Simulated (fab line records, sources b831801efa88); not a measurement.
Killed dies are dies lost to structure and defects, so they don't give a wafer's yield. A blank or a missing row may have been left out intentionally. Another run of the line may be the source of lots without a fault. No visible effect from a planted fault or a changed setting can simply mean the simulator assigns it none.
Struck lot and sound lot, side by side / flow sfq_line / 18 out of 325 route steps
Sound: wafers L149.1, L149.2, L149.5. Struck: wafer L159.4 (left out: L159.5, L159.6 of the same lot, which were not struck); the cause appears at the end.
Order at every step that has rows: each side's tool, ch and its chambers, its first start. Under that, the readings that differ: sound wafers / struck wafers / difference of the means / sigmas: that difference in standard deviations of wafers without a fault.
alike: words and numbers the same on both sides, and readings whose means are apart by under 2 such deviations; not compared: readings that were withheld, readings missing a value for some wafer, numbers with overlapping values and no deviation given by the record, and bounds like >300 which may hide the same value.
The two part at a step that has a row with sigmas, a row that says differs or no value, or rows on one side only. Numbers that have no deviation but don't overlap get no sigmas and don't part them. A reading that every wafer of one side lacks parts them only if that side has two wafers or more.

first, 3 steps without rows for these wafers: SFQ_TRILAYER_I5_LITHO_EXPOSE_145 (exposes mask I5, target cd 700 nm); SFQ_TRILAYER_I5_LITHO_PEB_147 (peb time 60 s); SFQ_TRILAYER_I5_LITHO_DEVELOP_146 (time 60 s).
SFQ_I5_OVL_MEAS_936:
  struck on overlay-02, day 72 00:11; sound on overlay-01, day 66 05:31
  alike: I5_OVL
SFQ_TRILAYER_I5_BARC_OPEN_VIA_ETCH_200: etches BARC in O2, target depth 125 nm, time 41.7 s.
  sound on rie_diel-01 ch 0,1,3, day 66 05:34; struck on rie_diel-02 ch 3, day 72 00:13
  alike: drypump_motor_current_A, oes_product_au
  not compared: rf_hours_counter_h
SFQ_TRILAYER_I5_ETCH_VIA_ETCH_147: etches the open film in CHF3, stops on Nb, target depth 360 nm.
  sound on rie_diel-01 ch 0,1,3, day 66 05:36; struck on rie_diel-02 ch 3, day 72 00:19
  alike: drypump_motor_current_A, oes_product_au
SFQ_TRILAYER_I5_STRIP_STRIP_148: strips in O2.
  sound on rie_metal-02 ch 0,1, day 66 05:45; struck on rie_metal-02 ch 1, day 72 00:59
reading=oes_product_au (a.u.); sound=1.016 1.005 1.004; struck=0.994; difference=-0.014; sigmas=-2
  alike: drypump_motor_current_A
  not compared: rf_hours_counter_h
then, 5 steps without rows for these wafers: SFQ_TRILAYER_I5_STRIP_SOLV_CLEAN_149 (cleans in NMP, time 600 s); SFQ_TRILAYER_C5_LITHO_COAT_156 (resist thk 62 nm); SFQ_TRILAYER_C5_LITHO_COAT_151 (resist thk 650 nm); SFQ_TRILAYER_C5_LITHO_SOFTBAKE_155; SFQ_TRILAYER_C5_LITHO_EXPOSE_152 (exposes mask C5, target cd 500 nm).
SFQ_TRILAYER_C5_LITHO_PEB_154: peb time 60 s.
  sound on litho_track-01 ch 0, day 71 04:13; struck on litho_track-04 ch 0, day 72 03:59
reading=exhaust_pa (Pa); sound=45.6 45.1 45.0; struck=43.1; difference=-2.1; sigmas=-3
  alike: chill_plate_temp_C
then, 1 step without rows for these wafers: SFQ_TRILAYER_C5_LITHO_DEVELOP_153 (time 60 s).
SFQ_C5_OVL_MEAS_937:
  struck on overlay-01, day 72 04:14; sound on overlay-01, day 71 04:31
  alike: C5_OVL
SFQ_TRILAYER_C5_BARC_OPEN_VIA_ETCH_210: etches BARC in O2, target depth 125 nm, time 41.7 s.
  sound on rie_diel-01 ch 0,2,3, day 71 04:33; struck on rie_diel-01 ch 1, day 72 04:15
reading=drypump_motor_current_A (A); sound=6.8 5.3 6.7; struck=4.8; difference=-1.5; sigmas=-2
reading=model.C5.cd_nm (nm); sound=498.6 499 498.5; struck=535.4; difference=+36.7; sigmas=
  alike: oes_product_au
  not compared: rf_hours_counter_h
SFQ_TRILAYER_C5_ETCH_VIA_ETCH_154: etches SiO2 in CHF3, stops on Nb, target depth 84 nm.
  sound on rie_diel-01 ch 0,2,3, day 71 04:35; struck on rie_diel-01 ch 1, day 72 04:17
reading=drypump_motor_current_A (A); sound=6.8 5.3 6.7; struck=4.8; difference=-1.5; sigmas=-2
reading=model.C5.cd_nm (nm); sound=498.8 499.7 498.7; struck=535.5; difference=+36.4; sigmas=
  alike: oes_product_au
SFQ_TRILAYER_C5_STRIP_STRIP_155: strips in O2.
  sound on rie_metal-03 ch 0,1, day 71 04:38; struck on rie_metal-04 ch 0, day 72 04:32
  alike: drypump_motor_current_A, oes_product_au
  not compared: rf_hours_counter_h

WHERE THEY PART
At SFQ_TRILAYER_I5_STRIP_STRIP_148 first; at SFQ_TRILAYER_C5_ETCH_VIA_ETCH_154 last (within this record only). Later steps at which nothing parts them and some readings are alike: SFQ_TRILAYER_C5_STRIP_STRIP_155.

WHY: what the simulator had put in
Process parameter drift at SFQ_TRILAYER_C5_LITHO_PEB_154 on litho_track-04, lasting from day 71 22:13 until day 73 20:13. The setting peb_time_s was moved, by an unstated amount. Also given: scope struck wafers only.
